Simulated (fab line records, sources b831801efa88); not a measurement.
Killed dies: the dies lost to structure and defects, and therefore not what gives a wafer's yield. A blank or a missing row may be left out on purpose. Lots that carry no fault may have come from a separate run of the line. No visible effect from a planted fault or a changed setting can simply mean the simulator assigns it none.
fab line records -- flow sky130
record lots=10, wafers=30, lastDay=50
route steps=708 shown LOCAL_INTERCONNECT@389 METAL1@436 PAD_OPEN@708
lots that met no fault: from a run of the same line without faults
startH: hours from the record's opening day to when the first of the lot's shown wafers began -- waitH: time in hours since the lot's previous step -- " repeats the value in the row above -- L1.1+2: one row covering several wafers at once -- - no value present, or no start provided -- * or withheld: withheld -- < > ~ a bound
route shown NAME@n: names a module that has steps shown in the file, with the first one's number in the route -- usual: mean/standard deviation taken from wafers without a fault -- same: alike in all rows -- chamber/n: place in a boat -- sites: each site's reading -- _std_site: standard deviation across them -- _edge_site: mean of outer sites minus mean of inner sites -- radiusMm: for every site, how far away it sits from the centre of the wafer -- mask NAME#n: copy n -- behind: the most recent tool/chamber to have shaped the wafer -- hold: the reason the lot was held/the length of the hold in hours/how it ended -- device: transistor that didn't switch, given as n, p or np -- end of line: tests run on the same wafers once the route is complete -- a step without rows: its recipe alone -- killed: the dies lost at the first sort to structure and to defects; this is not the yield of the wafer -- map: the dies of a wafer, with x for killed, . for not killed, _ for no die there
set.NAME: the run value of the setting; set.NAME@STEP: its run value at that earlier step -- model.NAME: the simulator's own value behind a step, which no gauge read
steps of the route over a sample of lots; a table a step, a row a wafer
services: when a tool's chamber went out of use (startH, in hours from the record's first day, below 0 if earlier), for how many hours, and the reason
## steps
# step SKY_LOCAL_INTERCONNECT_THK_MEAS_02
# recipe thkMeasGauge=xrf, reads=TiN_of_LOCAL_INTERCONNECT_SPUTTER_00
# usual LOCAL_INTERCONNECT_TIN_THK=98.8/1.7
lot.wafer,tool,chamber,startH,waitH,LOCAL_INTERCONNECT_TIN_THK[nm]
L691.1,filmMetro-04,-,719.75,0.1,98.7
L691.4,filmMetro-04,-,719.75,0.1,99.4
L691.5,filmMetro-04,-,719.75,0.1,97.7
L693.1,filmMetro-01,-,720.05,0.1,97.1
L693.4,filmMetro-01,-,720.05,0.1,99.7
L693.5,filmMetro-01,-,720.05,0.1,99.0
L692.1,filmMetro-01,-,721.32,0.1,97.3
L692.2,filmMetro-01,-,721.32,0.1,98.0
L692.6,filmMetro-01,-,721.32,0.1,98.0
L695.3,filmMetro-01,-,757.99,0.1,98.2
L695.4,filmMetro-01,-,757.99,0.1,98.7
L695.6,filmMetro-01,-,757.99,0.1,99.8
L698.1,filmMetro-02,-,775.39,0.1,97.5
L698.2,filmMetro-02,-,775.39,0.1,97.2
L698.6,filmMetro-02,-,775.39,0.1,97.3
L701.3,filmMetro-02,-,794.67,0.1,94.3
L701.4,filmMetro-02,-,794.67,0.1,95.2
L701.6,filmMetro-02,-,794.67,0.1,97.8
L704.1,filmMetro-04,-,825.87,0.1,99.1
L704.2,filmMetro-04,-,825.87,0.1,100.2
L704.4,filmMetro-04,-,825.87,0.1,100.2
L706.2,filmMetro-01,-,829.88,0.1,99.7
L706.3,filmMetro-01,-,829.88,0.1,99.8
L706.5,filmMetro-01,-,829.88,0.1,100.1
L707.3,filmMetro-04,-,835.06,0.1,98.4
L707.4,filmMetro-04,-,835.06,0.1,97.2
L707.6,filmMetro-04,-,835.06,0.1,95.4
L708.1,filmMetro-01,-,849.89,0.1,99.9
L708.4,filmMetro-01,-,849.89,0.1,102.6
L708.6,filmMetro-01,-,849.89,0.1,101.1
# step SKY_METAL1_SPUTTER_02
# recipe material=AlCu, targetThkNm=250, powerW=10600, timeS=13.3, chamberPressurePa=0.4
# usual throttleValvePct=30.0/1.3
lot.wafer,tool,chamber,startH,waitH,throttleValvePct
L691.1,pvdSputter-01,-,777.38,0.0,30.9
L691.4,pvdSputter-01,-,777.38,0.0,29.6
L691.5,pvdSputter-01,-,777.38,0.0,31.0
L693.1,pvdSputter-04,-,777.96,0.0,29.5
L693.4,pvdSputter-04,-,777.96,0.0,32.4
L693.5,pvdSputter-04,-,777.96,0.0,28.6
L692.1,pvdSputter-02,-,779.32,0.0,31.7
L692.2,pvdSputter-02,-,779.32,0.0,29.1
L692.6,pvdSputter-02,-,779.32,0.0,29.1
L695.3,pvdSputter-02,-,815.46,0.0,30.4
L695.4,pvdSputter-02,-,815.46,0.0,29.2
L695.6,pvdSputter-02,-,815.46,0.0,30.3
L698.1,pvdSputter-02,-,831.98,0.0,30.7
L698.2,pvdSputter-02,-,831.98,0.0,29.4
L698.6,pvdSputter-02,-,831.98,0.0,30.4
L701.3,pvdSputter-02,-,851.44,0.0,31.5
L701.4,pvdSputter-02,-,851.44,0.0,31.2
L701.6,pvdSputter-02,-,851.44,0.0,31.4
L704.1,pvdSputter-04,-,880.49,0.0,29.4
L704.2,pvdSputter-04,-,880.49,0.0,28.9
L704.4,pvdSputter-04,-,880.49,0.0,27.1
L706.2,pvdSputter-01,-,885.12,0.0,31.1
L706.3,pvdSputter-01,-,885.12,0.0,29.9
L706.5,pvdSputter-01,-,885.12,0.0,29.9
L707.3,pvdSputter-01,-,889.32,0.0,29.8
L707.4,pvdSputter-01,-,889.32,0.0,30.4
L707.6,pvdSputter-01,-,889.32,0.0,29.7
L708.1,pvdSputter-04,-,904.59,0.0,29.2
L708.4,pvdSputter-04,-,904.59,0.0,27.0
L708.6,pvdSputter-04,-,904.59,0.0,29.3
# step SKY_METAL1_RS_MEAS_05
# recipe thkMeasGauge=four-point-probe, reads=TiN_of_METAL1_SPUTTER_04+Ti_of_METAL1_SPUTTER_03+AlCu_of_METAL1_SPUTTER_02+TiN_of_METAL1_SPUTTER_01+Ti_of_METAL1_SPUTTER_00
# usual METAL1_ALCU_RS=0.1270/0.0015
lot.wafer,tool,chamber,startH,waitH,METAL1_ALCU_RS[ohm/sq]
L691.1,filmMetro-01,-,777.47,0.0,0.1249
L691.4,filmMetro-01,-,777.47,0.0,0.1258
L691.5,filmMetro-01,-,777.47,0.0,0.1253
L693.1,filmMetro-01,-,778.05,0.0,0.1248
L693.4,filmMetro-01,-,778.05,0.0,0.1274
L693.5,filmMetro-01,-,778.05,0.0,0.1259
L692.1,filmMetro-04,-,779.41,0.0,0.1261
L692.2,filmMetro-04,-,779.41,0.0,0.1251
L692.6,filmMetro-04,-,779.41,0.0,0.1256
L695.3,filmMetro-04,-,815.60,0.1,0.1273
L695.4,filmMetro-04,-,815.60,0.1,0.1256
L695.6,filmMetro-04,-,815.60,0.1,0.1271
L698.1,filmMetro-04,-,832.07,0.0,0.3027
L698.2,filmMetro-04,-,832.07,0.0,0.2911
L698.6,filmMetro-04,-,832.07,0.0,0.3032
L701.3,filmMetro-03,-,851.57,0.1,0.3035
L701.4,filmMetro-03,-,851.57,0.1,0.3005
L701.6,filmMetro-03,-,851.57,0.1,0.3015
L704.1,filmMetro-04,-,880.58,0.0,0.1271
L704.2,filmMetro-04,-,880.58,0.0,0.1269
L704.4,filmMetro-04,-,880.58,0.0,0.1287
L706.2,filmMetro-01,-,885.23,0.0,0.1284
L706.3,filmMetro-01,-,885.23,0.0,0.1285
L706.5,filmMetro-01,-,885.23,0.0,0.1288
L707.3,filmMetro-04,-,889.45,0.1,0.1270
L707.4,filmMetro-04,-,889.45,0.1,0.1285
L707.6,filmMetro-04,-,889.45,0.1,0.1267
L708.1,filmMetro-04,-,904.68,0.0,0.1278
L708.4,filmMetro-04,-,904.68,0.0,0.1284
L708.6,filmMetro-04,-,904.68,0.0,0.1276
# step SKY_METAL1_THK_MEAS_06
# recipe thkMeasGauge=xrf, reads=AlCu_of_METAL1_SPUTTER_02
# usual METAL1_ALCU_THK=247/3.2
lot.wafer,tool,chamber,startH,waitH,METAL1_ALCU_THK[nm]
L691.1,filmMetro-01,-,777.59,0.1,252
L691.4,filmMetro-01,-,777.59,0.1,252
L691.5,filmMetro-01,-,777.59,0.1,253
L693.1,filmMetro-01,-,778.17,0.1,254
L693.4,filmMetro-01,-,778.17,0.1,249
L693.5,filmMetro-01,-,778.17,0.1,252
L692.1,filmMetro-04,-,779.53,0.1,249
L692.2,filmMetro-04,-,779.53,0.1,250
L692.6,filmMetro-04,-,779.53,0.1,248
L695.3,filmMetro-04,-,815.70,0.1,248
L695.4,filmMetro-04,-,815.70,0.1,250
L695.6,filmMetro-04,-,815.70,0.1,248
L698.1,filmMetro-04,-,832.19,0.1,108
L698.2,filmMetro-04,-,832.19,0.1,113
L698.6,filmMetro-04,-,832.19,0.1,108
L701.3,filmMetro-03,-,851.67,0.1,107
L701.4,filmMetro-03,-,851.67,0.1,108
L701.6,filmMetro-03,-,851.67,0.1,108
L704.1,filmMetro-04,-,880.70,0.1,249
L704.2,filmMetro-04,-,880.70,0.1,249
L704.4,filmMetro-04,-,880.70,0.1,244
L706.2,filmMetro-01,-,885.34,0.1,246
L706.3,filmMetro-01,-,885.34,0.1,244
L706.5,filmMetro-01,-,885.34,0.1,244
L707.3,filmMetro-04,-,889.55,0.1,247
L707.4,filmMetro-04,-,889.55,0.1,244
L707.6,filmMetro-04,-,889.55,0.1,248
L708.1,filmMetro-04,-,904.80,0.1,246
L708.4,filmMetro-04,-,904.80,0.1,245
L708.6,filmMetro-04,-,904.80,0.1,246
# step SKY_METAL1_OVL_MEAS_16
# usual METAL1_OVL=3/5.4
lot.wafer,tool,chamber,startH,waitH,METAL1_OVL[nm]
L691.1,overlay-02,-,803.51,0.1,-6
L691.4,overlay-02,-,803.51,0.1,2
L691.5,overlay-02,-,803.51,0.1,-1
L693.1,overlay-02,-,804.44,0.1,-2
L693.4,overlay-02,-,804.44,0.1,0
L693.5,overlay-02,-,804.44,0.1,4
L692.1,overlay-01,-,805.96,0.1,-4
L692.2,overlay-01,-,805.96,0.1,-4
L692.6,overlay-01,-,805.96,0.1,-2
L695.3,overlay-02,-,841.60,0.1,-2
L695.4,overlay-02,-,841.60,0.1,-3
L695.6,overlay-02,-,841.60,0.1,-5
L698.1,overlay-01,-,858.06,0.1,5
L698.2,overlay-01,-,858.06,0.1,-1
L698.6,overlay-01,-,858.06,0.1,12
L701.3,overlay-02,-,877.90,0.1,-2
L701.4,overlay-02,-,877.90,0.1,4
L701.6,overlay-02,-,877.90,0.1,1
L704.1,overlay-01,-,906.29,0.1,2
L704.2,overlay-01,-,906.29,0.1,-2
L704.4,overlay-01,-,906.29,0.1,12
L706.2,overlay-02,-,910.54,0.1,5
L706.3,overlay-02,-,910.54,0.1,-1
L706.5,overlay-02,-,910.54,0.1,8
L707.3,overlay-02,-,914.93,0.1,10
L707.4,overlay-02,-,914.93,0.1,9
L707.6,overlay-02,-,914.93,0.1,14
L708.1,overlay-01,-,930.19,0.1,0
L708.4,overlay-01,-,930.19,0.1,-1
L708.6,overlay-01,-,930.19,0.1,-3
# step SKY_METAL1_DESCUM_17
# recipe chemistry=O2, sourcePowerW=150, biasPowerW=0, pressureMtorr=10, tempC=40, timeS=8
# usual drypumpMotorCurrentA=5.7/0.54, oesProductAu=1.001/0.012
lot.wafer,tool,chamber,startH,waitH,drypumpMotorCurrentA,oesProductAu,rfHoursCounterH
L691.1,rieMetal-02,1,803.55,0.0,6.5,1.011,4
L691.4,rieMetal-02,0,803.55,0.0,5.4,0.976,-
L691.5,rieMetal-02,1,803.55,0.0,6.5,1.011,-
L693.1,rieMetal-04,1,804.47,0.0,6.3,0.999,10
L693.4,rieMetal-04,1,804.47,0.0,6.3,0.996,-
L693.5,rieMetal-04,1,804.47,0.0,6.2,1.010,-
L692.1,rieMetal-03,0,805.99,0.0,5.7,1.002,1
L692.2,rieMetal-03,0,805.99,0.0,5.7,1.011,-
L692.6,rieMetal-03,0,805.99,0.0,5.7,1.007,-
L695.3,rieMetal-04,0,841.63,0.0,5.0,1.014,-
L695.4,rieMetal-04,1,841.63,0.0,6.3,1.011,-
L695.6,rieMetal-04,1,841.63,0.0,6.2,0.997,-
L698.1,rieMetal-04,1,858.10,0.0,6.2,1.008,12
L698.2,rieMetal-04,0,858.10,0.0,5.0,1.001,3
L698.6,rieMetal-04,0,858.10,0.0,5.0,1.007,-
L701.3,rieMetal-04,1,877.93,0.0,6.3,0.988,-
L701.4,rieMetal-04,0,877.93,0.0,5.0,1.007,-
L701.6,rieMetal-04,1,877.93,0.0,6.3,1.008,-
L704.1,rieMetal-04,1,906.32,0.0,6.2,1.000,14
L704.2,rieMetal-04,0,906.32,0.0,5.0,0.999,4
L704.4,rieMetal-04,0,906.32,0.0,5.0,1.009,-
L706.2,rieMetal-04,0,910.57,0.0,5.0,1.005,5
L706.3,rieMetal-04,1,910.57,0.0,6.2,1.010,-
L706.5,rieMetal-04,0,910.57,0.0,5.0,1.013,-
L707.3,rieMetal-02,0,914.96,0.0,5.4,0.983,-
L707.4,rieMetal-02,1,914.96,0.0,6.5,1.004,-
L707.6,rieMetal-02,1,914.96,0.0,6.5,1.007,-
L708.1,rieMetal-02,0,930.22,0.0,5.4,0.978,6
L708.4,rieMetal-02,1,930.22,0.0,6.5,1.006,-
L708.6,rieMetal-02,0,930.22,0.0,5.4,0.977,-
# step SKY_METAL1_METAL_ETCH_19
# recipe targetDepthA=3600, stopOn=SiO2, overEtchFrac=0.3, timeS=78, chemistry=Cl2/BCl3, resistSidewallDeg=88, pressureMtorr=10, icpW=900, biasW=48.5, Cl2_flow_sccm=60, bcl3FlowSccm=30
# usual drypumpMotorCurrentA=5.7/0.54, oesProductAu=0.854/0.0055, throttleValvePct=22.265/0.0086
lot.wafer,tool,chamber,startH,waitH,drypumpMotorCurrentA,oesProductAu,rfHoursCounterH,throttleValvePct
L691.1,rieMetal-02,1,803.64,0.0,6.5,0.865,4,22.271
L691.4,rieMetal-02,0,803.64,0.0,5.4,0.856,-,22.276
L691.5,rieMetal-02,1,803.64,0.0,6.5,0.845,-,22.256
L693.1,rieMetal-04,1,804.57,0.0,6.3,0.857,10,22.271
L693.4,rieMetal-04,1,804.57,0.0,6.3,0.850,-,22.270
L693.5,rieMetal-04,1,804.57,0.0,6.3,0.859,-,22.258
L692.1,rieMetal-03,0,806.18,0.1,5.8,0.853,1,22.264
L692.2,rieMetal-03,0,806.18,0.1,5.8,0.867,-,22.262
L692.6,rieMetal-03,0,806.18,0.1,5.8,0.857,-,22.272
L695.3,rieMetal-04,0,841.74,0.1,5.0,0.856,-,22.263
L695.4,rieMetal-04,1,841.74,0.1,6.3,0.849,-,22.268
L695.6,rieMetal-04,1,841.74,0.1,6.3,0.850,-,22.257
L698.1,rieMetal-04,1,858.19,0.0,6.3,0.697,12,22.252
L698.2,rieMetal-04,0,858.19,0.0,5.0,0.701,3,22.277
L698.6,rieMetal-04,0,858.19,0.0,5.0,0.696,-,22.254
L701.3,rieMetal-04,1,878.05,0.1,6.3,0.696,-,22.262
L701.4,rieMetal-04,0,878.05,0.1,5.0,0.698,-,22.276
L701.6,rieMetal-04,1,878.05,0.1,6.3,0.691,-,22.267
L704.1,rieMetal-04,1,906.42,0.0,6.2,0.849,14,22.252
L704.2,rieMetal-04,0,906.42,0.0,5.0,0.842,4,22.258
L704.4,rieMetal-04,0,906.42,0.0,5.0,0.846,-,22.275
L706.2,rieMetal-04,0,910.67,0.0,5.0,0.855,5,22.281
L706.3,rieMetal-04,1,910.67,0.0,6.2,0.851,-,22.277
L706.5,rieMetal-04,0,910.67,0.0,5.0,0.849,-,22.277
L707.3,rieMetal-02,0,915.07,0.1,5.4,0.847,-,22.273
L707.4,rieMetal-02,1,915.07,0.1,6.5,0.848,-,22.264
L707.6,rieMetal-02,1,915.07,0.1,6.5,0.853,-,22.263
L708.1,rieMetal-02,0,930.32,0.0,5.4,0.845,6,22.261
L708.4,rieMetal-02,1,930.32,0.0,6.5,0.854,-,22.270
L708.6,rieMetal-02,0,930.32,0.0,5.4,0.850,-,22.264
# step SKY_PAD_OPEN_PROBE_99
# usual defectLimitedYield=82.3/2, killed_at_M0_to_M3=45/7.5, killed_at_M4_up=3.2/1.8, killedAtContacts=24/4.9, killedAtFrontEnd=15/4.4, killedAtOther=0.3/0.54, killedDies=87/9.8, killedOpen=47/6.4, killedShort=40/6.5, sort_bin_3_pad_short=0.9/0.44, sort_bin_5_function=10.5/1.5, sort_bin_6_memory=6.3/1.2, sortNPass=405/9.8, sortYieldPct=82.3/2
# same grossDies=492, killedAtBackSide=0, sort_bin_4_leakage[%]=0, sort_bin_8_speed[%]=0
lot.wafer,tool,chamber,startH,waitH,defectLimitedYield[%],killed_at_M0_to_M3,killed_at_M4_up,killedAtContacts,killedAtFrontEnd,killedAtOther,killedDies,killedOpen,killedShort,sort_bin_3_pad_short[%],sort_bin_5_function[%],sort_bin_6_memory[%],sortNPass,sortYieldPct[%]
L701.3,prober-01,-,1162.61,0.2,83.5,45,5,14,16,1,81,40,39,0.6,10.2,5.7,411,83.5
L701.4,prober-01,-,1162.66,0.2,85.2,44,3,15,11,0,73,36,37,0.6,8.7,5.5,419,85.2
L701.6,prober-01,-,1162.76,0.2,82.5,44,1,30,11,0,86,46,39,0.8,10.0,6.7,406,82.5
# killed by level:class
L701.3 METAL1:geometricParticle:short=9 VIA1:geometricParticle:open=9 VIA2:geometricParticle:open=7 LI_CONTACT:geometricParticle:open=6 VIA1:geometricParticle:short=6 VIA2:geometricParticle:short=5 FIELD_ISO:geometricParticle:open=4 VIA3:geometricParticle:open=4
L701.4 METAL2:geometricParticle:short=11 VIA1:geometricParticle:open=6 VIA3:geometricParticle:open=6 METAL1:geometricParticle:short=5 VIA2:geometricParticle:open=5 FIELD_ISO:geometricParticle:open=4 LI_CONTACT:geometricParticle:open=4 LOCAL_INTERCONNECT:geometricParticle:short=4
L701.6 VIA1:geometricParticle:open=11 CONTACT:geometricParticle:open=9 LI_CONTACT:geometricParticle:open=8 VIA2:geometricParticle:open=8 LI_CONTACT:geometricParticle:short=6 METAL2:geometricParticle:short=6 VIA1:geometricParticle:short=5 VIA2:geometricParticle:short=5
## services
tool,chamber,startH,hours,kind
rieMetal-04,0,766.65,-,clean
rieMetal-04,0,766.65,29.0,scheduledDown
rieMetal-04,0,766.65,29.0,ventCycle
rieMetal-03,1,802.20,-,clean
rieMetal-03,1,802.20,16.0,scheduledDown
rieMetal-03,1,802.20,16.0,ventCycle
rieMetal-02,-,819.62,28.1,pm
pvdSputter-04,-,837.54,0.6,repair
rieMetal-03,-,849.98,1.0,repair
pvdSputter-04,1,873.60,-,consumableReplace:kit
pvdSputter-04,1,873.60,18.0,scheduledDown
pvdSputter-04,1,873.60,18.0,ventCycle
rieMetal-03,-,874.15,14.6,pm
pvdSputter-04,-,884.93,7.9,repair
rieMetal-04,-,888.93,14.6,pm
rieMetal-03,-,892.46,1.4,pm
pvdSputter-04,-,893.58,7.7,repair
pvdSputter-01,3,894.44,-,consumableReplace:kit
pvdSputter-01,3,894.44,18.0,scheduledDown
pvdSputter-01,3,894.44,18.0,ventCycle
pvdSputter-02,-,902.18,57.1,repair
## key
firstSign step=SKY_METAL1_RS_MEAS_05, reading=METAL1_ALCU_RS, direction=up, sigmas=99+, usual=0.1270, struck=0.3004
effect step=SKY_METAL1_THK_MEAS_06, reading=METAL1_ALCU_THK, direction=down, sigmas=43, usual=247, struck=109
effect step=SKY_METAL1_METAL_ETCH_19, reading=oesProductAu, direction=down, sigmas=29, usual=0.854, struck=0.696
metAt SKY_METAL1_SPUTTER_02
struckLots L698,L701
notActingAt SKY_LOCAL_INTERCONNECT_THK_MEAS_02,SKY_METAL1_OVL_MEAS_16,SKY_METAL1_DESCUM_17
onsetBetween 815.46 831.98
fault kind=processParameterDrift, tool=pvdSputter-02, chamber=-, onsetH=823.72, steps=SKY_METAL1_SPUTTER_02, channel=targetThkNm, offset=-141.22, shape=step, endH=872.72, actsIn=theseRecipesOnly, stated=250
